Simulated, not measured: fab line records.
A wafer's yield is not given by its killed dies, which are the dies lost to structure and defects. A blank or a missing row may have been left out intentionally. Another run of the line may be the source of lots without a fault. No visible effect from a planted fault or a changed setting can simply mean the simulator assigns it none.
Comparing a struck lot with a sound one | flow sky130 | 14 out of 708 route steps
Sound: the wafers L672.3, L672.5, L672.6. The struck wafers were L666.1, L666.2, L666.6. Last of all comes the cause.
Order at every step that has rows: each side's tool, ch and its chambers, its first start. Under that, the readings that differ: sound wafers | struck wafers | difference of the means | sigmas: that difference in standard deviations of wafers without a fault.
alike: readings whose means differ by less than 2 such deviations, and words and numbers that are the same on both sides. not compared: withheld readings, readings that some wafer has no value for, bounds like >300 that may hide the same value, and numbers for which the record gives no deviation and whose values overlap.
A row with sigmas, a row that says differs or no value, or rows on one side alone: a step with any of these is where the two part. Numbers that don't overlap but have no deviation are shown without sigmas and don't part them. A reading missing from all wafers of one side parts the sides only when that side holds two or more wafers.

first, 3 steps without rows for these wafers: SKY_FIELD_ISO_EXPOSE_10 (exposes mask FOM, target cd 150 nm); SKY_FIELD_ISO_PEB_11; SKY_FIELD_ISO_DEVELOP_12 (develop time 60 s).
SKY_FIELD_ISO_CD_MEAS_13: the cd target is 150 nm.
  sound on cdSem-01, day 6 18:04; struck on cdSem-02, day 5 10:14
  alike: cdNm
SKY_FIELD_ISO_ETCH_14: etches BARC in N2/H2, stops on SiO2, time 46.75 s, target depth 60 nm.
  sound on rieDiel-02 ch 1,2,3, day 6 18:09; struck on rieDiel-04 ch 0,1,2, day 5 10:21
  alike: drypumpMotorCurrentA, oesProductAu, throttleValvePct
  not compared: rfHoursCounterH
SKY_FIELD_ISO_ETCH_15: etches the open film in CHF3/O2, stops on Si, target depth 180 nm, time 72 s.
  sound on rieDiel-02 ch 1,2,3, day 6 18:11; struck on rieDiel-04 ch 0,1,2, day 5 10:23
reading             | sound             | struck            | difference | sigmas
oesProductAu (a.u.) | 0.939 0.944 0.944 | 0.957 0.960 0.952 | +0.014     | +2
  alike: drypumpMotorCurrentA, throttleValvePct
  not compared: rfHoursCounterH
SKY_FIELD_ISO_STRIP_16: strips in O2/N2.
  sound on plasmaAsher-01 ch 0,1, day 6 18:17; struck on plasmaAsher-01 ch 0,1, day 5 10:27
  alike: drypumpMotorCurrentA, o2FlowSccm, oesProductAu, stripTimeToEndpointS
  not compared: rfHoursCounterH
SKY_FIELD_ISO_ETCH_17: etches Si in HBr/Cl2/O2, target depth 342 nm, time 97.7 s.
  sound on rieSi-02 ch 0,3, day 6 18:21; struck on rieSi-02 ch 1,2,3, day 5 10:33
  alike: drypumpMotorCurrentA, oesProductAu, throttleValvePct
  not compared: rfHoursCounterH
then, 4 steps without rows for these wafers: SKY_FIELD_ISO_WET_ETCH_18 (etches Si3N4 in H3PO4, target depth 25 nm, time 286 s); SKY_FIELD_ISO_CLEAN_19 (cleans in SC1/SC2, time 150 s); SKY_FIELD_ISO_CLEAN_20 (cleans in dHF, time 20 s); SKY_FIELD_ISO_WET_ETCH_21 (etches SiO2 in dHF, target depth 20 nm, time 400 s).
SKY_FIELD_ISO_OXIDATION_22: stabilise 600 s, purge 300 s, target thk 10 nm.
  sound on furnace-01 ch 0, day 6 20:26; struck on furnace-01, day 5 12:09
  no value came back on the struck wafers for any of 5 readings (oxTempC (C), oxTempCMax and others); on the sound wafers oxTempC (C) reads 950.0 950.1 950.3
then, 1 step without rows for these wafers: SKY_FIELD_ISO_CVD_24 (deposits SiO2, target thk 595 nm, time 99.2 s).

== WHERE THEY PART ==
Earliest at SKY_FIELD_ISO_ETCH_15; latest, in this record, at SKY_FIELD_ISO_OXIDATION_22.

WHY: whatever the simulator had introduced
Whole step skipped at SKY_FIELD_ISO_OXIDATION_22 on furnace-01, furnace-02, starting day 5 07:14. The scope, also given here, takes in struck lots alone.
